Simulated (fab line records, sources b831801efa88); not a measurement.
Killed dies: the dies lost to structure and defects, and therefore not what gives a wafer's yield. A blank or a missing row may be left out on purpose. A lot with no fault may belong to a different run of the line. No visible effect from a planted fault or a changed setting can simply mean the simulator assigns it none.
fab line records | flow gf180mcu
[record] lots = 5 wafers = 15 last_day = 34
route steps=602 shown SALICIDE@279 CONTACT@287
lots with no fault: from the same line, run without faults
start_h: the number of hours between the record's first day and the start of the first shown wafer of the lot | wait_h: how many hours have passed since the lot's step before this one | " the same as in the row above | L1.1+2: a single row standing in for several wafers | - no value, or no start given | * or withheld: withheld | < > ~ a bound
route shown NAME@n: NAME is a module with steps in the file, n the number in the route of the first one | usual: mean/standard deviation of fault-free wafers | same: alike in all rows | chamber/n: place in a boat | sites: readings site by site | _std_site: standard deviation across them | _edge_site: mean of outer sites minus mean of inner sites | radius_mm: for every site, how far away it sits from the centre of the wafer | mask NAME#n: copy n | behind: the tool/chamber that last shaped the wafer | hold: cause of the lot's hold/its duration in hours/its outcome | device: which transistor (n, p or np) failed to switch | end of line: the tests these same wafers got at the end of their route | a step without rows: its recipe alone | killed: at the first sort, the dies lost to defects and structure; wafer yield is something else | map: dies across one wafer; x = killed, . = not, _ = none there
set.NAME: setting as actually run; set.NAME@STEP: the setting as run at that earlier step | model.NAME: the simulator's own value behind a step, which no gauge read
lots at selected steps of the route; one table per step, one row per wafer
services: when a tool's chamber went out of use (start_h, in hours from the record's first day, below 0 if earlier), for how many hours, and the reason
[[steps]]
[step GF_SALICIDE_WET_ETCH_01]
[recipe] chemistry = dHF target_depth_nm = 5 dry = ipa_marangoni target = SiO2 temp_c = 25 dilution = 100:1 time_s = 100
// columns lot.wafer tool chamber start_h wait_h
L077.1+4+6 wet_bench-02 2 366.50 0.0
L084.3+4+6 wet_bench-02 3 431.59 0.0
L089.1+2+3 wet_bench-02 1 479.00 0.0
L090.1+2+4 wet_bench-03 2 487.04 0.0
L096.4+5+6 wet_bench-03 3 531.80 0.0
[step GF_SALICIDE_SPUTTER_02]
[recipe] material = Co target_thk_nm = 10 power_w = 1000 time_s = 20 chamber_pressure_pa = 0.4
[usual] cathode_dc_power_W = 999.99/0.18 chamber_pressure_pa = 0.4000/0.00081 throttle_valve_pct = 30.0/0.65
// columns lot.wafer tool chamber start_h wait_h cathode_dc_power_W chamber_pressure_pa throttle_valve_pct
L077.1 pvd_sputter-03 - 366.53 0.0 999.99 0.3996 30.4
L077.4 " - " " 1000.2 0.4004 29.4
L077.6 " - " " 999.61 0.4003 30.4
L084.3 pvd_sputter-03 - 431.63 0.0 1000.2 0.3998 29.5
L084.4 " - " " 1000.1 0.3996 30.5
L084.6 " - " " 1000.3 0.4009 30.5
L089.1 pvd_sputter-01 - 479.04 0.0 1000.3 0.3994 29.0
L089.2 " - " " 999.95 0.3989 30.5
L089.3 " - " " 999.80 0.4010 30.7
L090.1 pvd_sputter-01 - 487.07 0.0 999.76 0.4009 30.2
L090.2 " - " " 1000.1 0.3995 30.7
L090.4 " - " " 1000.2 0.3987 28.8
L096.4 pvd_sputter-03 - 531.83 0.0 999.96 0.3998 30.4
L096.5 " - " " 999.89 0.4005 29.2
L096.6 " - " " 999.68 0.4005 30.5
[step GF_SALICIDE_SPUTTER_03]
[recipe] material = TiN target_thk_nm = 20 power_w = 6500 time_s = 16.7 chamber_pressure_pa = 0.4
[usual] cathode_dc_power_W = 6499.8/1.1 chamber_pressure_pa = 0.4000/0.00086 throttle_valve_pct = 30.0/0.67
// columns lot.wafer tool chamber start_h wait_h cathode_dc_power_W chamber_pressure_pa throttle_valve_pct
L077.1 pvd_sputter-03 - 366.56 0.0 6498.7 0.4010 30.0
L077.4 " - " " 6498.8 0.3997 29.2
L077.6 " - " " 6500.7 0.4003 30.2
L084.3 pvd_sputter-03 - 431.65 0.0 6500.9 0.4003 29.6
L084.4 " - " " 6499.2 0.4014 30.6
L084.6 " - " " 6499.7 0.4013 30.3
L089.1 pvd_sputter-01 - 479.07 0.0 6498.7 0.4007 28.6
L089.2 " - " " 6500.1 0.4005 30.3
L089.3 " - " " 6499.9 0.3993 30.8
L090.1 pvd_sputter-01 - 487.10 0.0 6499.3 0.3998 30.0
L090.2 " - " " 6499.7 0.4015 30.7
L090.4 " - " " 6498.7 0.3998 28.6
L096.4 pvd_sputter-03 - 531.87 0.0 6499.2 0.3981 30.5
L096.5 " - " " 6499.5 0.3984 29.1
L096.6 " - " " 6498.8 0.3987 30.5
[step GF_SALICIDE_RS_MEAS_04]
[recipe] thk_meas_gauge = four-point-probe reads = TiN_of_SALICIDE_SPUTTER_03+Co_of_SALICIDE_SPUTTER_02
[usual] SALICIDE_TIN_RS = 16.3/0.4
// columns lot.wafer tool chamber start_h wait_h SALICIDE_TIN_RS[ohm/sq]
L077.1 film_metro-01 - 366.59 0.0 16.5
L077.4 " - " " 16.1
L077.6 " - " " 16.2
L084.3 film_metro-01 - 431.72 0.1 16.0
L084.4 " - " " 16.2
L084.6 " - " " 16.1
L089.1 film_metro-03 - 479.09 0.0 16.3
L089.2 " - " " 16.3
L089.3 " - " " 16.3
L090.1 film_metro-03 - 487.13 0.0 16.1
L090.2 " - " " 16.1
L090.4 " - " " 16.1
L096.4 film_metro-02 - 531.96 0.1 16.2
L096.5 " - " " 16.0
L096.6 " - " " 16.3
[step GF_SALICIDE_THK_MEAS_05]
[recipe] thk_meas_gauge = xrf reads = TiN_of_SALICIDE_SPUTTER_03
[usual] SALICIDE_TIN_THK = 20.18/0.29
// columns lot.wafer tool chamber start_h wait_h SALICIDE_TIN_THK[nm]
L077.1 film_metro-01 - 366.71 0.1 20.02
L077.4 " - " " 20.50
L077.6 " - " " 19.75
L084.3 film_metro-01 - 431.82 0.1 20.34
L084.4 " - " " 19.70
L084.6 " - " " 19.84
L089.1 film_metro-03 - 479.21 0.1 19.91
L089.2 " - " " 19.71
L089.3 " - " " 19.72
L090.1 film_metro-03 - 487.25 0.1 20.09
L090.2 " - " " 20.06
L090.4 " - " " 20.08
L096.4 film_metro-02 - 532.05 0.1 19.90
L096.5 " - " " 20.13
L096.6 " - " " 19.80
[step GF_SALICIDE_RTA_06]
[recipe] temp_c = 530 time_s = 30 ambient = N2
[usual] lamp_power_pct = 6.03/0.27 wafer_temp_C_max = 532.5/0.69
// columns lot.wafer tool chamber start_h wait_h lamp_power_pct wafer_temp_C_max
L077.1 rtp_anneal-01 0 366.77 0.1 6.21 533.0
L077.4 " 0 " " 6.19 531.8
L077.6 " 0 " " 6.21 532.2
L084.3 rtp_anneal-01 0 431.89 0.1 6.20 531.4
L084.4 " 0 " " 6.20 531.4
L084.6 " 0 " " 6.20 531.8
L089.1 rtp_anneal-01 0 479.27 0.1 6.20 532.5
L089.2 " 0 " " 6.20 531.6
L089.3 " 0 " " 6.20 532.5
L090.1 rtp_anneal-01 0 487.31 0.1 6.20 531.8
L090.2 " 0 " " 6.20 532.2
L090.4 " 0 " " 6.19 531.8
L096.4 rtp_anneal-01 0 532.13 0.1 6.20 532.8
L096.5 " 0 " " 6.20 531.9
L096.6 " 0 " " 6.20 532.6
[step GF_SALICIDE_WET_ETCH_07]
[recipe] chemistry = SPM target_depth_nm = 120 dry = n2_spin
// columns lot.wafer tool chamber start_h wait_h
L077.1+4+6 wet_bench-03 3 366.87 0.1
L084.3+4+6 wet_bench-01 2 431.96 0.1
L089.1+2+3 wet_bench-01 3 479.37 0.1
L090.1+2+4 wet_bench-03 0 487.41 0.1
L096.4+5+6 wet_bench-03 2 532.18 0.0
[step GF_SALICIDE_RTA_08]
[recipe] temp_c = 800 time_s = 30 ambient = N2
[usual] wafer_temp_C_max = 804.4/1
[same] lamp_power_pct = 15.6
// columns lot.wafer tool chamber start_h wait_h wafer_temp_C_max
L077.1 rtp_anneal-02 0 366.96 0.0 805.5
L077.4 " 0 " " 804.1
L077.6 " 0 " " 803.3
L084.3 rtp_anneal-02 0 432.09 0.0 805.7
L084.4 " 0 " " 806.2
L084.6 " 0 " " 805.0
L089.1 rtp_anneal-02 0 479.47 0.0 805.4
L089.2 " 0 " " 804.8
L089.3 " 0 " " 805.8
L090.1 rtp_anneal-02 0 487.51 0.0 803.6
L090.2 " 0 " " 803.1
L090.4 " 0 " " 806.1
L096.4 rtp_anneal-02 0 532.32 0.1 804.9
L096.5 " 0 " " 805.2
L096.6 " 0 " " 803.8
[step GF_CONTACT_CVD_00]
[recipe] material = SiO2 target_thk_nm = 300 sigma_open_frac = 0.3 temp_c = 400 time_s = 50 sih4_flow_sccm = 60 pressure_mtorr = 6
[usual] sih4_flow_sccm = 60.01/0.18
// columns lot.wafer tool chamber start_h wait_h sih4_flow_sccm
L077.1 hdpcvd-01 0 367.06 0.1 60.23
L077.4 " 2 " " 60.26
L077.6 " 1 " " 60.00
L084.3 hdpcvd-01 0 432.15 0.1 60.05
L084.4 " 2 " " 60.46
L084.6 " 1 " " 59.79
L089.1 hdpcvd-01 2 479.57 0.1 59.74
L089.2 " 1 " " 60.11
L089.3 " 0 " " 59.79
L090.1 hdpcvd-01 2 487.61 0.1 59.75
L090.2 " 0 " " 59.92
L090.4 " 2 " " 59.88
L096.4 hdpcvd-01 1 532.39 0.1 60.18
L096.5 " 2 " " 59.95
L096.6 " 0 " " 60.01
[step GF_CONTACT_THK_MEAS_01]
[recipe] reads = SiO2_of_CONTACT_CVD_00
[usual] CONTACT_CVD_00_THK = 302/4.6
// columns lot.wafer tool chamber start_h wait_h CONTACT_CVD_00_THK[nm]
L077.1 film_metro-04 - 367.10 0.0 308
L077.4 " - " " 307
L077.6 " - " " 311
L084.3 film_metro-02 - 432.22 0.0 303
L084.4 " - " " 296
L084.6 " - " " 306
L089.1 film_metro-01 - 479.62 0.0 299
L089.2 " - " " 303
L089.3 " - " " 304
L090.1 film_metro-02 - 487.65 0.0 292
L090.2 " - " " 300
L090.4 " - " " 292
L096.4 film_metro-04 - 532.44 0.0 304
L096.5 " - " " 302
L096.6 " - " " 302
[step GF_CONTACT_CVD_02]
[recipe] material = SiO2 target_thk_nm = 860 precursor = TEOS temp_c = 400 time_s = 95.992 rf_w = 600
[usual] heater_power_w = 631/65 rf_fwd_power_W = 596.2/2.2
// columns lot.wafer tool chamber start_h wait_h heater_power_w rf_fwd_power_W
L077.1 pecvd-03 2 367.16 0.1 576 598.2
L077.4 " 0 " " 558 599.1
L077.6 " 2 " " 641 596.5
L084.3 pecvd-01 1 432.29 0.1 625 592.3
L084.4 " 2 " " 552 596.9
L084.6 " 1 " " 677 596.5
L089.1 pecvd-04 1 479.68 0.1 562 596.2
L089.2 " 0 " " 553 599.0
L089.3 " 2 " " 634 596.6
L090.1 pecvd-04 0 487.71 0.1 682 596.4
L090.2 " 1 " " 574 596.6
L090.4 " 0 " " 545 594.2
L096.4 pecvd-03 2 532.51 0.1 670 597.4
L096.5 " 0 " " 513 595.2
L096.6 " 1 " " 664 599.5
[step GF_CONTACT_THK_MEAS_03]
[recipe] reads = SiO2_of_CONTACT_CVD_02
[usual] CONTACT_CVD_02_THK = 861/14
// columns lot.wafer tool chamber start_h wait_h CONTACT_CVD_02_THK[nm]
L077.1 film_metro-04 - 367.23 0.0 847
L077.4 " - " " 866
L077.6 " - " " 845
L084.3 film_metro-02 - 432.38 0.1 877
L084.4 " - " " 876
L084.6 " - " " 877
L089.1 film_metro-01 - 479.75 0.0 835
L089.2 " - " " 846
L089.3 " - " " 853
L090.1 film_metro-02 - 487.78 0.0 840
L090.2 " - " " 838
L090.4 " - " " 848
L096.4 film_metro-02 - 532.57 0.0 863
L096.5 " - " " 872
L096.6 " - " " 868
[step GF_CONTACT_CMP_04]
[recipe] material = SiO2 down_force_psi = 4 platen_rpm = 60 pad_velocity_m_s = 0.94248
[usual] motor_current_A = 11.8/1.6 time_to_endpoint_s = 112/7.6
// columns lot.wafer tool chamber start_h wait_h motor_current_A time_to_endpoint_s
L077.1 cmp-01 1 367.34 0.1 11.0 127
L077.4 " 2 " " 11.1 122
L077.6 " 1 " " 10.3 120
L084.3 cmp-01 0 432.42 0.0 15.1 113
L084.4 " 3 " " 9.9 110
L084.6 " 1 " " 11.2 126
L089.2 cmp-02 1 479.81 0.0 11.4 106
L089.1 " 2 " " 14.6 102
L089.3 " 3 " " 11.4 103
L090.1 cmp-01 3 487.84 0.1 9.5 97
L090.4 " 1 " " 10.8 111
L090.2 " 2 " " 10.8 98
L096.4 cmp-01 2 532.60 0.0 11.4 114
L096.5 " 2 " " 11.5 120
L096.6 " 3 " " 10.5 111
[step GF_CONTACT_BOW_MEAS_05]
[recipe] mode = bow
[usual] CONTACT_BOW = 66/6.6
// columns lot.wafer tool chamber start_h wait_h CONTACT_BOW[um]
L077.1 film_metro-01 - 367.59 0.2 59
L077.4 " - " " 65
L077.6 " - " " 65
L084.3 film_metro-02 - 432.76 0.3 74
L084.4 " - " " 76
L084.6 " - " " 64
L089.1 film_metro-02 - 480.11 0.2 48
L089.2 " - " " 61
L089.3 " - " " 69
L090.1 film_metro-02 - 488.21 0.3 56
L090.2 " - " " 68
L090.4 " - " " 68
L096.4 film_metro-01 - 532.96 0.3 66
L096.5 " - " " 66
L096.6 " - " " 64
[step GF_CONTACT_DEHYDRATE_06]
[recipe] temp_c = 200 time_s = 60
// columns lot.wafer tool chamber start_h wait_h
L077.1+4+6 litho_track-04 0 378.68 11.1
L084.3+4+6 litho_track-04 0 443.88 11.1
L089.1+2+3 litho_track-02 0 491.29 11.2
L090.1+2+4 litho_track-03 0 499.75 11.5
L096.4+5+6 litho_track-04 0 543.56 10.6
[step GF_CONTACT_HMDS_07]
[recipe] prime_time_s = 60 prime_temp_c = 120
// columns lot.wafer tool chamber start_h wait_h
L077.1+4+6 litho_track-04 0 378.83 0.1
L084.3+4+6 litho_track-04 0 444.03 0.1
L089.1+2+3 litho_track-02 0 491.44 0.1
L090.1+2+4 litho_track-03 0 499.90 0.1
L096.4+5+6 litho_track-04 0 543.71 0.1
[step GF_CONTACT_COAT_08]
[recipe] resist = BARC temp_c = withheld time_s = withheld spin_rpm = withheld resist_thk_nm = withheld
// columns lot.wafer tool chamber start_h wait_h
L077.1+4+6 litho_track-04 0 378.98 0.1
L084.3+4+6 litho_track-04 0 444.18 0.1
L089.1+2+3 litho_track-02 0 491.59 0.1
L090.1+2+4 litho_track-03 0 500.05 0.1
L096.4+5+6 litho_track-04 0 543.86 0.1
[step GF_CONTACT_COAT_09]
[recipe] resist = KrF spin_rpm = withheld resist_thk_nm = 1000
// columns lot.wafer tool chamber start_h wait_h
L077.1+4+6 litho_track-04 0 - -
L084.3+4+6 litho_track-04 0 - -
L089.1+2+3 litho_track-02 0 - -
L090.1+2+4 litho_track-03 0 - -
L096.4+5+6 litho_track-04 0 - -
[step GF_CONTACT_SOFTBAKE_10]
[recipe] temp_c = 130 time_s = 60 resist = KrF
// columns lot.wafer tool chamber start_h wait_h
L077.1+4+6 litho_track-04 0 - -
L084.3+4+6 litho_track-04 0 - -
L089.1+2+3 litho_track-02 0 - -
L090.1+2+4 litho_track-03 0 - -
L096.4+5+6 litho_track-04 0 - -
[step GF_CONTACT_EXPOSE_11]
[recipe] mask_id = Contact target_cd_nm = 220 na = 0.68 source_shape = conventional sigma_outer = 0.6 dose_mj = 38
// columns lot.wafer tool chamber start_h wait_h mask
L077.1+4+6 krf_scanner-01 0 - - Contact#0
L084.3+4+6 krf_scanner-02 0 - - Contact#0
L089.1+2+3 krf_scanner-01 0 - - Contact#0
L090.1+2+4 krf_scanner-02 0 - - Contact#0
L096.4+5+6 krf_scanner-02 0 - - Contact#0
[step GF_CONTACT_PEB_12]
[recipe] peb_temp_c = 135 peb_time_s = 90 resist = KrF
// columns lot.wafer tool chamber start_h wait_h
L077.1+4+6 litho_track-04 0 - -
L084.3+4+6 litho_track-03 0 - -
L089.1+2+3 litho_track-03 0 - -
L090.1+2+4 litho_track-03 0 - -
L096.4+5+6 litho_track-03 0 - -
[step GF_CONTACT_DEVELOP_13]
[recipe] develop_time_s = 60 resist = KrF dev_temp_c = 21
// columns lot.wafer tool chamber start_h wait_h
L077.1+4+6 litho_track-04 0 390.68 0.2
L084.3+4+6 litho_track-03 0 456.95 0.1
L089.1+2+3 litho_track-03 0 504.20 0.2
L090.1+2+4 litho_track-03 0 512.10 0.2
L096.4+5+6 litho_track-03 0 555.28 0.1
[step GF_CONTACT_CD_MEAS_14]
[recipe] target_cd_nm = 220
[usual] cd_nm = 219.6/1.4
// columns lot.wafer tool chamber start_h wait_h cd_nm
L077.1 cd_sem-02 - 390.83 0.1 220.6
L077.4 " - " " 218.4
L077.6 " - " " 221.0
L084.3 cd_sem-02 - 457.09 0.1 217.8
L084.4 " - " " 218.3
L084.6 " - " " 218.6
L089.1 cd_sem-01 - 504.35 0.1 220.7
L089.2 " - " " 220.7
L089.3 " - " " 219.5
L090.1 cd_sem-02 - 512.25 0.1 218.6
L090.2 " - " " 219.2
L090.4 " - " " 219.2
L096.4 cd_sem-01 - 555.41 0.1 221.0
L096.5 " - " " 220.7
L096.6 " - " " 219.5
[step GF_CONTACT_OVL_MEAS_15]
[usual] CONTACT_OVL = -1/4.7
// columns lot.wafer tool chamber start_h wait_h CONTACT_OVL[nm]
L077.1 overlay-01 - 390.95 0.1 6
L077.4 " - " " -1
L077.6 " - " " 1
L084.3 overlay-01 - 457.18 0.1 -2
L084.4 " - " " 3
L084.6 " - " " 5
L089.1 overlay-02 - 504.47 0.1 -2
L089.2 " - " " -3
L089.3 " - " " -1
L090.1 overlay-01 - 512.37 0.1 -1
L090.2 " - " " 1
L090.4 " - " " 3
L096.4 overlay-02 - 555.49 0.1 -5
L096.5 " - " " -1
L096.6 " - " " -6
[step GF_CONTACT_ETCH_16]
[recipe] chemistry = N2/H2 target_depth_a = withheld overetch_a = withheld time_s = withheld target = BARC ion_energy_ev = 200 source_w = 500 bias_w = 100 pressure_mtorr = 30 n2_flow_sccm = 100 h2_flow_sccm = 200
[usual] chamber_pressure_mTorr = 30.00/0.041 drypump_motor_current_A = 5.6/0.42 oes_product_au = 0.855/0.0051 rf_fwd_power_W = 494.7/2.1 throttle_valve_pct = 13.226/0.0097
// columns lot.wafer tool chamber start_h wait_h chamber_pressure_mTorr drypump_motor_current_A oes_product_au rf_fwd_power_W throttle_valve_pct
L077.1 rie_diel-02 2 390.99 0.0 30.03 6.4 0.849 492.7 13.218
L077.4 " 1 " " 29.99 5.4 0.851 497.0 13.230
L077.6 " 1 " " 30.01 5.3 0.848 493.7 13.229
L084.3 rie_diel-01 1 457.21 0.0 30.02 5.6 0.848 496.6 13.227
L084.4 " 3 " " 29.98 5.3 0.849 496.9 13.242
L084.6 " 2 " " 30.02 5.1 0.853 495.6 13.225
L089.1 rie_diel-03 1 504.51 0.0 29.99 5.8 0.845 497.2 13.219
L089.2 " 3 " " 30.00 5.4 0.856 493.2 13.215
L089.3 " 2 " " 29.98 5.8 0.845 497.0 13.223
L090.1 rie_diel-01 3 512.41 0.0 30.00 5.3 0.859 498.2 13.230
L090.2 " 2 " " 29.99 5.1 0.862 493.6 13.211
L090.4 " 0 " " 30.02 5.4 0.853 494.1 13.218
L096.4 rie_diel-03 1 555.51 0.0 30.01 5.8 0.858 493.3 13.211
L096.5 " 1 " " 30.05 5.7 0.852 494.5 13.239
L096.6 " 2 " " 29.94 5.8 0.846 495.3 13.231
[step GF_CONTACT_ETCH_17]
[recipe] chemistry = C4F8/O2/Ar mask_material = KrF target = SiO2 stop_on = CoSi2 source_w = 1500 bias_w = 1200 pressure_mtorr = 40 c4f8_flow_sccm = withheld O2_flow_sccm = 6 Ar_flow_sccm = 300 time_s = withheld target_depth_a = 8600
[usual] chamber_pressure_mTorr = 40.00/0.041 oes_product_au = 0.816/0.0051 rf_fwd_power_W = 1494/5
// columns lot.wafer tool chamber start_h wait_h chamber_pressure_mTorr oes_product_au rf_fwd_power_W
L077.1 rie_diel-02 2 - - 39.98 0.811 1497
L077.4 " 1 " " 39.96 0.816 1491
L077.6 " 1 " " 39.94 0.823 1492
L084.3 rie_diel-01 1 - - 40.02 0.825 1482
L084.4 " 3 " " 39.97 0.816 1501
L084.6 " 2 " " 40.02 0.825 1495
L089.1 rie_diel-03 1 - - 39.97 0.813 1495
L089.2 " 3 " " 40.01 0.808 1487
L089.3 " 2 " " 39.96 0.817 1491
L090.1 rie_diel-01 3 - - 39.91 0.812 1494
L090.2 " 2 " " 40.04 0.812 1489
L090.4 " 0 " " 40.02 0.816 1491
L096.4 rie_diel-03 1 - - 40.05 0.810 1488
L096.5 " 1 " " 40.02 0.818 1493
L096.6 " 2 " " 40.03 0.813 1499
[step GF_CONTACT_STRIP_18]
[recipe] chemistry = O2/N2 power_w = 1400 pressure_mtorr = 1500 platen_temp_c = 250 o2_flow_sccm = 3000 n2_flow_sccm = 300 overash_fraction = 0.5
[usual] chamber_pressure_mTorr = 1500.2/1.5 drypump_motor_current_A = 5.51/0.28 heater_power_w = 330/14 oes_product_au = 0.580/0.0052
[same] overash_fraction = 0.5
// columns lot.wafer tool chamber start_h wait_h chamber_pressure_mTorr drypump_motor_current_A heater_power_w oes_product_au rf_hours_counter_h
L077.1 plasma_asher-03 0 391.15 - 1503.4 5.20 317 0.581 73
L077.4 " 0 " " 1499.8 5.21 321 0.580 -
L077.6 " 1 " " 1500.6 5.98 301 0.582 -
L084.3 plasma_asher-03 1 457.40 - 1500.9 5.96 318 0.578 -
L084.4 " 0 " " 1502.4 5.24 313 0.583 -
L084.6 " 0 " " 1501.8 5.21 326 0.577 -
L089.1 plasma_asher-04 0 504.67 - 1499.7 5.68 327 0.585 40
L089.2 " 1 " " 1500.1 5.38 341 0.580 40
L089.3 " 0 " " 1499.9 5.69 333 0.586 -
L090.1 plasma_asher-03 0 512.57 - 1500.3 5.21 328 0.581 86
L090.2 " 1 " " 1500.6 5.98 308 0.567 86
L090.4 " 0 " " 1498.2 5.23 327 0.577 -
L096.4 plasma_asher-04 1 555.70 - 1499.4 5.36 351 0.582 -
L096.5 " 1 " " 1500.5 5.36 348 0.573 -
L096.6 " 0 " " 1500.8 5.67 335 0.587 -
[step GF_CONTACT_CLEAN_19]
[recipe] chemistry = SPM
// columns lot.wafer tool chamber start_h wait_h
L077.1+4+6 wet_bench-03 0 391.25 0.1
L084.3+4+6 wet_bench-02 0 457.47 0.0
L089.1+2+3 wet_bench-04 0 504.77 0.1
L090.1+2+4 wet_bench-03 3 512.67 0.1
L096.4+5+6 wet_bench-02 0 555.77 0.0
[step GF_CONTACT_CLEAN_20]
[recipe] chemistry = DIW
// columns lot.wafer tool chamber start_h wait_h
L077.1+4+6 wet_bench-02 3 391.34 0.0
L084.3+4+6 wet_bench-04 0 457.56 0.0
L089.1+2+3 wet_bench-03 3 504.86 0.0
L090.1+2+4 wet_bench-04 0 512.76 0.0
L096.4+5+6 wet_bench-03 3 555.86 0.0
[step GF_CONTACT_CLEAN_21]
[recipe] chemistry = dHF time_s = 20 dilution = 100:1 dry = ipa_marangoni
// columns lot.wafer tool chamber start_h wait_h
L077.1+4+6 wet_bench-04 0 391.44 0.0
L084.3+4+6 wet_bench-02 3 457.65 0.0
L089.1+2+3 wet_bench-02 1 504.95 0.0
L090.1+2+4 wet_bench-02 1 512.86 0.0
L096.4+5+6 wet_bench-04 2 555.97 0.0
[step GF_CONTACT_SPUTTER_22]
[recipe] material = Ti target_thk_nm = 15 chamber_pressure_pa = 5 power_w = 2500 substrate_temp_c = 200 time_s = 80.02
[usual] cathode_dc_power_W = 2500.1/0.42 chamber_pressure_pa = 5.000/0.011 throttle_valve_pct = 30.1/0.68
// columns lot.wafer tool chamber start_h wait_h cathode_dc_power_W chamber_pressure_pa throttle_valve_pct
L077.1 pvd_sputter-01 - 391.45 0.0 2499.6 5.000 30.6
L077.4 " - " " 2500.2 5.009 29.0
L077.6 " - " " 2499.5 4.999 28.7
L084.3 pvd_sputter-02 - 457.67 0.0 2500.3 4.989 30.2
L084.4 " - " " 2500.2 4.998 31.1
L084.6 " - " " 2499.6 4.993 30.1
L089.1 pvd_sputter-04 - 504.97 0.0 2500.4 5.004 30.1
L089.2 " - " " 2499.3 5.003 30.6
L089.3 " - " " 2500.2 4.978 28.2
L090.1 pvd_sputter-02 - 512.88 0.0 2500.1 5.000 29.9
L090.2 " - " " 2500.3 5.007 31.3
L090.4 " - " " 2499.8 4.979 30.0
L096.4 pvd_sputter-04 - 555.98 0.0 2500.3 5.005 30.2
L096.5 " - " " 2499.5 5.007 30.9
L096.6 " - " " 2499.8 5.006 29.8
[step GF_CONTACT_SPUTTER_23]
[recipe] material = TiN target_thk_nm = 10 chamber_pressure_pa = 5 power_w = 4000 time_s = 40
[usual] cathode_dc_power_W = 4000.0/0.73 chamber_pressure_pa = 5.000/0.01 throttle_valve_pct = 30.1/0.65
// columns lot.wafer tool chamber start_h wait_h cathode_dc_power_W chamber_pressure_pa throttle_valve_pct
L077.1 pvd_sputter-01 - 391.51 0.0 3997.7 4.998 30.7
L077.4 " - " " 3999.4 5.012 28.8
L077.6 " - " " 3999.7 5.007 29.0
L084.3 pvd_sputter-02 - 457.73 0.0 4000.1 4.990 30.3
L084.4 " - " " 3999.5 5.013 31.0
L084.6 " - " " 4000.6 4.982 30.2
L089.1 pvd_sputter-04 - 505.03 0.0 3999.7 5.014 30.0
L089.2 " - " " 4000.8 4.993 30.2
L089.3 " - " " 4000.3 5.001 28.4
L090.1 pvd_sputter-02 - 512.94 0.0 3999.9 4.994 30.0
L090.2 " - " " 3999.1 5.009 31.0
L090.4 " - " " 3999.3 4.982 30.5
L096.4 pvd_sputter-04 - 556.05 0.0 4000.1 4.997 30.2
L096.5 " - " " 4000.0 5.013 30.6
L096.6 " - " " 4000.3 5.019 30.1
[step GF_CONTACT_CVD_24]
[recipe] material = W target_thk_nm = 300 time_s = 90.339 temp_c = 400 pressure_torr = 40
[usual] heater_power_w = 836/63
// columns lot.wafer tool chamber start_h wait_h heater_power_w
L077.1 cvd_w-02 0 391.55 0.0 849
L077.4 " 0 " " 867
L077.6 " 0 " " 855
L084.3 cvd_w-01 1 457.80 0.1 878
L084.4 " 0 " " 904
L084.6 " 1 " " 860
L089.1 cvd_w-01 0 505.07 0.0 902
L089.2 " 1 " " 843
L089.3 " 1 " " 859
L090.1 cvd_w-01 0 512.98 0.0 890
L090.2 " 0 " " 891
L090.4 " 0 " " 900
L096.4 cvd_w-01 1 556.12 0.1 863
L096.5 " 1 " " 845
L096.6 " 0 " " 902
[step GF_CONTACT_RS_MEAS_25]
[recipe] thk_meas_gauge = four-point-probe reads = W_of_CONTACT_CVD_24+TiN_of_CONTACT_SPUTTER_23+Ti_of_CONTACT_SPUTTER_22
[usual] CONTACT_W_RS = 0.380/0.0053
// columns lot.wafer tool chamber start_h wait_h CONTACT_W_RS[ohm/sq]
L077.1 film_metro-02 - 391.65 0.1 0.375
L077.4 " - " " 0.373
L077.6 " - " " 0.376
L084.3 film_metro-01 - 457.91 0.1 0.381
L084.4 " - " " 0.384
L084.6 " - " " 0.380
L089.1 film_metro-02 - 505.17 0.1 0.390
L089.2 " - " " 0.384
L089.3 " - " " 0.382
L090.1 film_metro-01 - 513.18 0.2 0.386
L090.2 " - " " 0.386
L090.4 " - " " 0.389
L096.4 film_metro-02 - 556.24 0.1 0.378
L096.5 " - " " 0.377
L096.6 " - " " 0.381
[step GF_CONTACT_THK_MEAS_26]
[recipe] thk_meas_gauge = xrf reads = W_of_CONTACT_CVD_24
[usual] CONTACT_W_THK = 296/4.4
// columns lot.wafer tool chamber start_h wait_h CONTACT_W_THK[nm]
L077.1 film_metro-02 - 391.77 0.1 295
L077.4 " - " " 298
L077.6 " - " " 295
L084.3 film_metro-01 - 458.01 0.1 297
L084.4 " - " " 294
L084.6 " - " " 296
L089.1 film_metro-02 - 505.29 0.1 289
L089.2 " - " " 295
L089.3 " - " " 294
L090.1 film_metro-01 - 513.30 0.1 297
L090.2 " - " " 295
L090.4 " - " " 291
L096.4 film_metro-02 - 556.33 0.1 299
L096.5 " - " " 300
L096.6 " - " " 297
[step GF_CONTACT_CMP_27]
[recipe] stop_on = SiO2 down_force_psi = 3.5 platen_rpm = 60 t_overpolish_s = 15 target_thk_nm = 0 pad_velocity_m_s = 0.94248
[usual] motor_current_A = 10.9/1.3 overpolish_run_s = 15.001/0.0091 time_to_endpoint_s = 75/4.1
[same] t_overpolish_s = 15
// columns lot.wafer tool chamber start_h wait_h motor_current_A overpolish_run_s time_to_endpoint_s
L077.4 cmp-01 2 391.83 0.0 10.4 14.986 77
L077.1 " 0 " " 13.5 14.997 75
L077.6 " 2 " " 10.4 14.997 79
L084.4 cmp-01 1 458.10 0.1 10.2 15.011 78
L084.3 " 2 " " 10.6 14.996 68
L084.6 " 0 " " 13.4 15.009 68
L089.2 cmp-01 1 505.47 0.2 10.1 14.989 78
L089.3 " 2 " " 10.2 15.013 76
L089.1 " 3 " " 9.1 14.988 70
L090.4 cmp-02 1 513.36 0.0 10.2 15.000 76
L090.2 " 3 " " 10.9 15.002 70
L090.1 " 0 " " 10.1 14.994 70
L096.4 cmp-01 2 556.36 0.0 10.5 14.999 78
L096.5 " 2 " " 10.7 15.017 77
L096.6 " 3 " " 9.4 14.986 70
[[services]]
// columns tool chamber start_h hours kind
hdpcvd-01 0 347.11 4.9 repair
rie_diel-03 - 353.05 0.7 repair
cvd_w-01 0 366.45 29.4 repair
pvd_sputter-04 - 372.11 2.6 repair
cmp-01 - 373.44 4.2 pm
rie_diel-01 1 380.94 8.9 repair
cvd_w-01 - 390.00 14.0 pm
cmp-01 - 404.00 4.0 pm
rie_diel-03 1 409.55 7.0 repair
rie_diel-03 0 411.23 5.9 repair
hdpcvd-01 - 432.92 0.5 repair
wet_bench-02 - 435.00 1.8 repair
hdpcvd-01 - 451.32 0.8 repair
rie_diel-03 2 454.76 4.1 repair
cmp-01 - 463.07 6.1 pm
pvd_sputter-03 - 467.82 54.3 repair
rie_diel-01 3 471.23 5.9 repair
rie_diel-03 1 480.12 6.5 repair
pvd_sputter-03 - 482.85 2.1 repair
rie_diel-03 - 496.66 1.2 repair
cvd_w-01 1 510.56 4.5 repair
cmp-01 - 518.64 5.8 repair
hdpcvd-01 0 537.35 47.7 repair
hdpcvd-01 - 539.25 15.0 pm
[[key]]
fault none
